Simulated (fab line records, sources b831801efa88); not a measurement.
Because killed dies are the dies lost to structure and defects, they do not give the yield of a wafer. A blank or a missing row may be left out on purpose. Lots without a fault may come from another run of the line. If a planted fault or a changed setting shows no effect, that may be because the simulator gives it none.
Chamber matching :: flow gf180mcu :: GF_POLY_GATE_ETCH_13 on rie-si-02 has 4 sister chambers
The step etches poly-Si in HBr/Cl2, stops on SiO2, target depth 198.5 nm, time 69.6 s. 4 wafers are shown with their chamber, then 7 later ones without.

== WAFERS WITH THEIR CHAMBER ==
wafer: L609.4
chamber: 2
oes-product-au (a.u.): 0.991

wafer: L626.5
chamber: 3
oes-product-au (a.u.): 0.990

wafer: L627.1
chamber: 0
oes-product-au (a.u.): 0.978

wafer: L627.4
chamber: 1
oes-product-au (a.u.): 0.984

== WAFERS WITHOUT THEIR CHAMBER ==
wafer: L627.5
oes-product-au (a.u.): 0.999

wafer: L629.3
oes-product-au (a.u.): 0.981

wafer: L629.4
oes-product-au (a.u.): 0.991

wafer: L629.5
oes-product-au (a.u.): 0.987

wafer: L631.1
oes-product-au (a.u.): 0.993

wafer: L631.3
oes-product-au (a.u.): 0.984

wafer: L631.4
oes-product-au (a.u.): 0.996

== WHICH CHAMBER EACH WENT THROUGH ==
wafer: L627.5
from the rows above: can't be placed: 2 or 3 or 1
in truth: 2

wafer: L629.3
from the rows above: can't be placed: 0 or 1 or 3 or 2
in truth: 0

wafer: L629.4
from the rows above: can't be placed: 2 or 3 or 1
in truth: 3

wafer: L629.5
from the rows above: can't be placed: 1 or 3 or 2 or 0
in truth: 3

wafer: L631.1
from the rows above: can't be placed: 2 or 3 or 1
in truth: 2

wafer: L631.3
from the rows above: can't be placed: 1 or 0 or 3 or 2
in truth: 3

wafer: L631.4
from the rows above: can't be placed: 2 or 3 or 1
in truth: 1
0 of 7 placed correctly. Can't be placed from these rows: 7 (the true chamber is among the candidates in 7). Number placed wrongly: 0.
How it was worked out, from the rows above alone: a wafer's distance from a chamber is the root of the sum, over the readings, of the square of ((its reading less the chamber's mean) divided by the reading's scatter). The wafer belongs to the nearest chamber; if the next one is less than 2 further off, it can't be placed. For every chamber, the mean is computed from those of its wafers that are shown. The scatter: with one shown wafer a chamber, the root of the mean of the squares of how far each hidden wafer lies from its nearest shown one.
